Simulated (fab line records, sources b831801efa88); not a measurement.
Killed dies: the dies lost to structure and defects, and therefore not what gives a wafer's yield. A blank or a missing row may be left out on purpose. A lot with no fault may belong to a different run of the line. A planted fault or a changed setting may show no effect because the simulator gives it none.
fab line records	flow sky130
[record] lots = 7	wafers = 20	last_day = 50
route steps=708 shown SONOS_ONO@180 GATE_OXIDE@187
lots untouched by any fault: they come from a run of this same line in which no faults occurred
start_h: start of the lot's first displayed wafer, in hours after the record's first day	wait_h: hours since the lot's step before	" unchanged from the row above	L1.1+2: one row covering several wafers at once	- no value, or no start given	* or withheld: withheld	< > ~ a bound
route shown NAME@n: a module of which the file shows steps, and the number in the route of the first	usual: average and standard deviation across the fault-free wafers	same: alike in all rows	chamber/n: place in a boat	sites: per-site readings	_std_site: standard deviation across them	_edge_site: inner sites' mean taken away from outer sites' mean	radius_mm: for every site, how far away it sits from the centre of the wafer	mask NAME#n: copy n	behind: the last tool/chamber to shape the wafer	hold: why the lot went on hold/how many hours it stayed there/how the hold came to an end	device: the n, p or np transistor that did not switch	end of line: tests run on the same wafers once the route is complete	step lacking rows: just its recipe	killed: dies lost to structure and defects at the first sort, not the wafer's yield	map: a wafer's dies, marking killed ones x, the rest . and places with no die _
set.NAME: setting as actually run; set.NAME@STEP: the setting as run at that earlier step	model.NAME: the simulator's own value behind a step, which no gauge read
lots at some steps of the route; a table a step, a row a wafer
services: when a tool's chamber went out of use (start_h, in hours from the record's first day, below 0 if earlier), for how many hours, and the reason
[[steps]]
[step SKY_SONOS_ONO_DEVELOP_12]
[recipe] develop_time_s = 60	dev_temp_c = 23
[step SKY_SONOS_ONO_CD_MEAS_13]
[recipe] target_cd_nm = 410
[usual] cd_nm = 409.7/2.4
lot.wafer	tool	chamber	start_h	wait_h	cd_nm
L647.1	cd_sem-02	-	317.39	0.1	409.7
L647.3	"	-	"	"	409.3
L647.6	"	-	"	"	409.8
L653.1	cd_sem-02	-	365.44	0.1	407.9
L653.3	"	-	"	"	405.7
L653.6	"	-	"	"	406.3
L655.1	cd_sem-02	-	392.49	0.1	407.2
L655.6	"	-	"	"	405.2
L656.2	cd_sem-02	-	400.01	0.1	408.6
L656.5	"	-	"	"	407.5
L656.6	"	-	"	"	407.8
L660.2	cd_sem-01	-	432.16	0.1	410.2
L660.4	"	-	"	"	410.7
L660.6	"	-	"	"	409.2
L663.1	cd_sem-01	-	456.24	0.1	407.2
L663.2	"	-	"	"	404.6
L663.3	"	-	"	"	407.1
L665.2	cd_sem-01	-	479.46	0.1	411.4
L665.3	"	-	"	"	411.5
L665.6	"	-	"	"	411.6
[step SKY_SONOS_ONO_OVL_MEAS_14]
[usual] SONOS_ONO_OVL = -1.3/1.3
lot.wafer	tool	chamber	start_h	wait_h	SONOS_ONO_OVL[nm]
L647.1	overlay-02	-	317.51	0.1	-1.5
L647.3	"	-	"	"	-0.5
L647.6	"	-	"	"	-3.0
L653.1	overlay-02	-	365.56	0.1	-1.5
L653.3	"	-	"	"	-1.2
L653.6	"	-	"	"	-3.4
L655.1	overlay-01	-	392.61	0.1	-2.4
L655.6	"	-	"	"	-1.1
L656.2	overlay-02	-	400.11	0.1	-2.5
L656.5	"	-	"	"	-2.4
L656.6	"	-	"	"	-4.4
L660.2	overlay-01	-	432.26	0.1	-2.2
L660.4	"	-	"	"	-1.7
L660.6	"	-	"	"	0.1
L663.1	overlay-02	-	456.36	0.1	-2.2
L663.2	"	-	"	"	-0.8
L663.3	"	-	"	"	-0.9
L665.2	overlay-01	-	479.56	0.1	-1.0
L665.3	"	-	"	"	-3.2
L665.6	"	-	"	"	-1.0
[step SKY_SONOS_ONO_ETCH_15]
[recipe] target_depth_nm = 19.52	chemistry = CHF3/O2	source_w = 600	bias_w = 200	pressure_mtorr = 40	chf3_flow_sccm = 50	O2_flow_sccm = 5	time_s = 7.8
[usual] drypump_motor_current_A = 5.7/0.51	oes_product_au = 0.998/0.0077	throttle_valve_pct = 8.824/0.0093
lot.wafer	tool	chamber	start_h	wait_h	drypump_motor_current_A	oes_product_au	rf_hours_counter_h	throttle_valve_pct
L647.1	rie_diel-02	3	317.54	0.0	6.1	0.995	44	8.841
L647.3	"	0	"	"	5.5	0.995	107	8.826
L647.6	"	0	"	"	5.5	0.989	-	8.841
L653.1	rie_diel-01	1	365.59	0.0	6.4	0.993	13	8.824
L653.3	"	0	"	"	4.9	0.993	11	8.817
L653.6	"	1	"	"	6.4	0.989	-	8.833
L655.1	rie_diel-02	1	392.64	0.0	5.3	0.993	1	8.809
L655.6	"	2	"	"	5.7	1.008	-	8.815
L656.2	rie_diel-04	1	400.14	0.0	6.2	1.002	64	8.823
L656.5	"	2	"	"	5.6	0.985	-	8.808
L656.6	"	0	"	"	6.5	0.991	-	8.820
L660.2	rie_diel-02	3	432.29	0.0	6.1	1.000	46	8.833
L660.4	"	1	"	"	5.2	0.992	1	8.817
L660.6	"	0	"	"	5.5	0.977	-	8.823
L663.1	rie_diel-01	0	456.39	0.0	4.9	0.991	12	8.832
L663.2	"	2	"	"	4.8	1.005	11	8.813
L663.3	"	1	"	"	6.4	1.001	15	8.815
L665.2	rie_diel-02	1	479.59	0.0	5.2	0.986	2	8.830
L665.3	"	3	"	"	6.1	1.003	47	8.799
L665.6	"	1	"	"	5.2	0.997	-	8.826
[step SKY_SONOS_ONO_WET_ETCH_16]
[recipe] chemistry = dHF	target_depth_nm = 14	dry = n2_spin	target = SiO2	dilution = 100:1	temp_c = 25	time_s = 280
[step SKY_SONOS_ONO_STRIP_17]
[recipe] chemistry = O2/N2	power_w = 1400	pressure_mtorr = 1500	platen_temp_c = withheld	o2_flow_sccm = 3000	n2_flow_sccm = 300	overash_fraction = 0.5
[usual] drypump_motor_current_A = 5.8/0.45	oes_product_au = 0.710/0.0045	strip_time_to_endpoint_s = 14.08/0.038
lot.wafer	tool	chamber	start_h	wait_h	drypump_motor_current_A	oes_product_au	rf_hours_counter_h	strip_time_to_endpoint_s
L647.1	plasma_asher-02	1	317.65	0.0	6.0	0.709	65	14.05
L647.3	"	0	"	"	5.9	0.704	-	14.09
L647.6	"	0	"	"	6.0	0.706	-	14.07
L653.1	plasma_asher-02	1	365.71	0.0	6.0	0.711	71	14.05
L653.3	"	0	"	"	6.0	0.705	-	14.05
L653.6	"	0	"	"	6.0	0.720	-	14.07
L655.1	plasma_asher-04	1	392.76	0.0	5.1	0.712	55	14.13
L655.6	"	0	"	"	5.2	0.710	-	14.08
L656.2	plasma_asher-03	0	400.25	0.0	6.5	0.705	70	14.13
L656.5	"	1	"	"	5.9	0.702	-	14.11
L656.6	"	0	"	"	6.5	0.706	-	14.11
L660.2	plasma_asher-02	1	432.41	0.0	6.0	0.706	0	14.02
L660.4	"	0	"	"	5.9	0.711	-	14.07
L660.6	"	0	"	"	5.9	0.707	-	14.05
L663.1	plasma_asher-02	0	456.50	0.0	5.9	0.709	3	14.15
L663.2	"	1	"	"	6.0	0.716	3	14.13
L663.3	"	0	"	"	6.0	0.703	-	14.16
L665.2	plasma_asher-02	1	479.70	0.0	6.0	0.712	5	14.06
L665.3	"	1	"	"	6.0	0.706	-	14.06
L665.6	"	1	"	"	6.0	0.710	-	14.07
[step SKY_SONOS_ONO_WET_ETCH_18]
[recipe] chemistry = H3PO4	target_depth_nm = 15	target = Si3N4	temp_c = 160	time_s = 172
[step SKY_GATE_OXIDE_CLEAN_00]
[recipe] chemistry = SC1/SC2	mix = 1:4:20	temp_c = 70	time_s = 150	dry = n2_spin
[step SKY_GATE_OXIDE_OXIDATION_01]
[recipe] temp_c = 900	ambient = O2	stabilise_s = 600	purge_s = 300	target_thk_a = 102.68	ox_time_s = 1473
[step SKY_GATE_OXIDE_THK_MEAS_02]
[recipe] reads = SiO2_of_GATE_OXIDE_OXIDATION_01
[usual] GATE_OXIDE_OXIDATION_00_THK = 10.23/0.26
lot.wafer	tool	chamber	start_h	wait_h	GATE_OXIDE_OXIDATION_00_THK[nm]
L647.1	film_metro-02	-	319.53	0.0	10.07
L647.3	"	-	"	"	10.25
L647.6	"	-	"	"	10.21
L653.1	film_metro-03	-	368.42	0.0	10.23
L653.3	"	-	"	"	10.05
L653.6	"	-	"	"	10.18
L655.1	film_metro-03	-	395.98	0.0	10.11
L655.6	"	-	"	"	10.09
L656.2	film_metro-01	-	403.12	0.0	10.07
L656.5	"	-	"	"	9.95
L656.6	"	-	"	"	9.97
L660.2	film_metro-03	-	434.44	0.0	10.05
L660.4	"	-	"	"	10.00
L660.6	"	-	"	"	10.08
L663.1	film_metro-03	-	458.88	0.0	10.20
L663.2	"	-	"	"	10.42
L663.3	"	-	"	"	10.34
L665.2	film_metro-03	-	481.33	0.0	10.20
L665.3	"	-	"	"	10.17
L665.6	"	-	"	"	9.93
[step SKY_GATE_OXIDE_DEHYDRATE_03]
[recipe] temp_c = 200	time_s = 60
[step SKY_GATE_OXIDE_HMDS_04]
[recipe] prime_time_s = 60	prime_temp_c = 120
[step SKY_GATE_OXIDE_COAT_05]
[recipe] resist = NOVOLAK	spin_rpm = 3000	resist_thk_nm = 1140
[usual] spin_speed_rpm = 3000.4/1.9
lot.wafer	tool	chamber	start_h	wait_h	spin_speed_rpm	model.NOVOLAK_of_GATE_OXIDE_COAT_05.thk_nm
L647.1	litho_track-01	0	332.30	0.1	3000.9	1141
L647.3	"	0	"	"	3002.4	1137
L647.6	"	0	"	"	3002.2	1142
L653.1	litho_track-01	0	382.25	0.1	3000.9	1057
L653.3	"	0	"	"	2999.5	1141
L653.6	"	0	"	"	2999.2	1058
L655.1	litho_track-01	0	410.45	0.1	3002.8	1060
L655.6	"	0	"	"	3000.6	1062
L656.2	litho_track-01	0	418.08	0.1	3001.0	1140
L656.5	"	0	"	"	2995.7	1141
L656.6	"	0	"	"	2997.9	1063
L660.2	litho_track-02	0	449.61	0.1	3000.8	1139
L660.4	"	0	"	"	3001.6	1137
L660.6	"	0	"	"	3004.0	1138
L663.1	litho_track-02	0	474.19	0.1	2999.4	1137
L663.2	"	0	"	"	3001.9	1138
L663.3	"	0	"	"	3005.3	1138
L665.2	litho_track-03	0	496.21	0.1	2998.2	1143
L665.3	"	0	"	"	3000.2	1143
L665.6	"	0	"	"	2997.7	1138
[step SKY_GATE_OXIDE_SOFTBAKE_06]
[recipe] temp_c = 90	time_s = 60	resist = NOVOLAK
[step SKY_GATE_OXIDE_EXPOSE_07]
[recipe] mask_id = LVOM	na = 0.6	source_shape = conventional	sigma_outer = 0.6	polarization = unpolarized	target_cd_nm = 600	dose_mj = 170
[step SKY_GATE_OXIDE_PEB_08]
[recipe] temp_c = withheld	time_s = *	resist = NOVOLAK
[step SKY_GATE_OXIDE_DEVELOP_09]
[recipe] resist = NOVOLAK	developer = TMAH	develop_time_s = 60	dev_temp_c = 23
[usual] developer_temp_C = 22.98/0.1
lot.wafer	tool	chamber	start_h	wait_h	developer_temp_C	model.NOVOLAK_of_GATE_OXIDE_COAT_05.thk_nm
L647.1	litho_track-03	0	345.63	0.1	23.03	1140
L647.3	"	0	"	"	23.04	1137
L647.6	"	0	"	"	23.04	1141
L653.1	litho_track-02	0	396.84	0.1	22.91	1057
L653.3	"	0	"	"	22.92	1140
L653.6	"	0	"	"	23.10	1058
L655.1	litho_track-01	0	425.20	0.1	23.01	1060
L655.6	"	0	"	"	22.97	1061
L656.2	litho_track-03	0	433.31	0.1	22.84	1139
L656.5	"	0	"	"	22.86	1141
L656.6	"	0	"	"	22.94	1063
L660.2	litho_track-03	0	464.36	0.1	22.85	1138
L660.4	"	0	"	"	22.87	1137
L660.6	"	0	"	"	22.92	1138
L663.1	litho_track-02	0	489.14	0.1	23.10	1137
L663.2	"	0	"	"	22.96	1137
L663.3	"	0	"	"	22.99	1138
L665.2	litho_track-03	0	512.16	0.1	22.82	1142
L665.3	"	0	"	"	23.09	1143
L665.6	"	0	"	"	22.96	1138
[step SKY_GATE_OXIDE_OVL_MEAS_10]
[usual] GATE_OXIDE_OVL = 0.6/1.2
lot.wafer	tool	chamber	start_h	wait_h	GATE_OXIDE_OVL[nm]
L647.1	overlay-02	-	345.78	0.1	-1.9
L647.3	"	-	"	"	-0.3
L647.6	"	-	"	"	1.2
L653.1	overlay-01	-	396.99	0.1	0.7
L653.3	"	-	"	"	1.1
L653.6	"	-	"	"	-1.8
L655.1	overlay-02	-	425.35	0.1	1.2
L655.6	"	-	"	"	0.9
L656.2	overlay-02	-	433.44	0.1	1.1
L656.5	"	-	"	"	0.2
L656.6	"	-	"	"	1.5
L660.2	overlay-01	-	464.49	0.1	-0.8
L660.4	"	-	"	"	-1.2
L660.6	"	-	"	"	0.7
L663.1	overlay-02	-	489.29	0.1	0.5
L663.2	"	-	"	"	1.8
L663.3	"	-	"	"	2.4
L665.2	overlay-02	-	512.29	0.1	2.2
L665.3	"	-	"	"	-0.2
L665.6	"	-	"	"	-0.4
[step SKY_GATE_OXIDE_IMPLANT_11]
[recipe] species = B	energy_kev = 10	dose_cm2 = 2.6e+12	tilt_deg = withheld
[step SKY_GATE_OXIDE_WET_ETCH_12]
[recipe] chemistry = dHF	target_depth_nm = 16.8	dry = n2_spin	target = SiO2	dilution = 100:1	temp_c = 25	time_s = 336
[step SKY_GATE_OXIDE_STRIP_13]
[recipe] chemistry = O2/N2	power_w = 1400	pressure_mtorr = 1500	platen_temp_c = withheld	o2_flow_sccm = 3000	n2_flow_sccm = 300	overash_fraction = 0.5
[usual] drypump_motor_current_A = 5.6/0.38	oes_product_au = 0.716/0.0044	strip_time_to_endpoint_s = 14.18/0.042
lot.wafer	tool	chamber	start_h	wait_h	drypump_motor_current_A	oes_product_au	rf_hours_counter_h	strip_time_to_endpoint_s
L647.1	plasma_asher-02	1	346.08	0.0	6.0	0.718	69	14.18
L647.3	"	0	"	"	5.9	0.717	-	14.15
L647.6	"	0	"	"	5.9	0.716	-	14.18
L653.1	plasma_asher-02	1	397.28	0.0	6.0	0.711	75	13.20
L653.3	"	1	"	"	6.0	0.710	-	14.18
L653.6	"	1	"	"	6.0	0.724	-	13.21
L655.1	plasma_asher-01	0	425.65	0.0	5.2	0.722	31	13.24
L655.6	"	0	"	"	5.2	0.720	-	13.25
L656.2	plasma_asher-02	1	433.72	0.0	6.0	0.711	0	14.16
L656.5	"	1	"	"	6.0	0.706	-	14.20
L656.6	"	0	"	"	6.0	0.714	-	13.28
L660.2	plasma_asher-02	0	464.77	0.0	6.0	0.718	3	14.16
L660.4	"	1	"	"	6.0	0.714	-	14.15
L660.6	"	1	"	"	6.0	0.718	-	14.16
L663.1	plasma_asher-02	0	489.58	0.0	6.0	0.716	6	14.15
L663.2	"	1	"	"	6.0	0.718	6	14.13
L663.3	"	1	"	"	6.0	0.709	-	14.16
L665.2	plasma_asher-04	1	512.57	0.0	5.1	0.714	66	14.21
L665.3	"	0	"	"	5.2	0.728	-	14.21
L665.6	"	0	"	"	5.2	0.723	-	14.16
[step SKY_GATE_OXIDE_TW_MEAS_14]
[usual] GATE_OXIDE_TW = 225.6/2.3
lot.wafer	tool	chamber	start_h	wait_h	GATE_OXIDE_TW
L647.1	film_metro-02	-	346.18	0.1	223.5
L647.3	"	-	"	"	224.8
L647.6	"	-	"	"	223.0
L653.1	film_metro-02	-	397.38	0.1	223.0
L653.3	"	-	"	"	223.1
L653.6	"	-	"	"	224.1
L655.1	film_metro-01	-	425.75	0.1	227.5
L655.6	"	-	"	"	226.3
L656.2	film_metro-02	-	433.83	0.1	224.9
L656.5	"	-	"	"	225.0
L656.6	"	-	"	"	222.9
L660.2	film_metro-01	-	464.88	0.1	228.1
L660.4	"	-	"	"	226.5
L660.6	"	-	"	"	226.7
L663.1	film_metro-02	-	489.68	0.1	222.6
L663.2	"	-	"	"	223.3
L663.3	"	-	"	"	223.6
L665.2	film_metro-02	-	512.68	0.1	222.9
L665.3	"	-	"	"	224.0
L665.6	"	-	"	"	223.0
[[services]]
tool	chamber	start_h	hours	kind
plasma_asher-04	-	309.96	15.6	pm
rie_diel-02	1	337.14	3.6	repair
plasma_asher-04	-	337.80	6.6	repair
plasma_asher-03	-	343.24	7.3	repair
rie_diel-01	2	348.75	7.0	repair
plasma_asher-03	-	359.95	14.6	pm
rie_diel-01	1	368.51	5.9	repair
plasma_asher-01	-	369.56	6.1	repair
rie_diel-04	0	378.46	21.6	repair
plasma_asher-02	-	384.97	1.9	repair
plasma_asher-04	-	419.73	5.7	repair
plasma_asher-02	-	421.25	9.0	pm
rie_diel-04	0	432.60	35.5	repair
plasma_asher-02	-	445.38	0.4	repair
plasma_asher-01	-	449.89	7.3	repair
rie_diel-02	-	455.99	2.6	repair
rie_diel-02	0	464.57	15.5	repair
rie_diel-04	2	466.80	33.6	repair
plasma_asher-01	-	474.82	15.6	pm
rie_diel-02	3	489.92	8.2	repair
rie_diel-01	-	501.80	2.8	pm
rie_diel-04	-	507.45	2.8	pm
plasma_asher-04	-	509.31	1.8	repair
plasma_asher-02	-	511.75	2.8	pm
[[key]]
[first_sign] step = SKY_GATE_OXIDE_STRIP_13	reading = strip_time_to_endpoint_s	direction = down	sigmas = 22	usual = *	struck = *
effect none on later readings
[model_effect] step = SKY_GATE_OXIDE_COAT_05	value = NOVOLAK_of_GATE_OXIDE_COAT_05.thk_nm	without = 1138	struck = 1060
[model_effect] step = SKY_GATE_OXIDE_DEVELOP_09	value = NOVOLAK_of_GATE_OXIDE_COAT_05.thk_nm	without = 1137	struck = 1060
met_at SKY_GATE_OXIDE_COAT_05
struck_wafers L653.1,L653.6,L655.1,L655.6,L656.6
sort_left_out L655.1,L655.6
tester_left_out L653,L655,L656
onset_between 332.30 382.25
[fault] kind = process_parameter_drift	tool = litho_track-01	chamber = -	onset_h = 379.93	steps = SKY_GATE_OXIDE_COAT_05	channel = resist_thk_nm	offset = -77.739	shape = step	end_h = 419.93	scope = struck_wafers_only	acts_in = these_recipes_only	stated = 1140
// tester_left_out: of these lots the tester's yield and bins aren't shown, on N5 and GAA mostly nor the transistor test; their killed dies are dies lost to structure and defects alone, not to doping, threshold or leakage, so they don't give the yield
// sort_left_out: the simulated sort isn't trusted on such a fault, so these wafers' sort isn't shown, and their yield isn't known
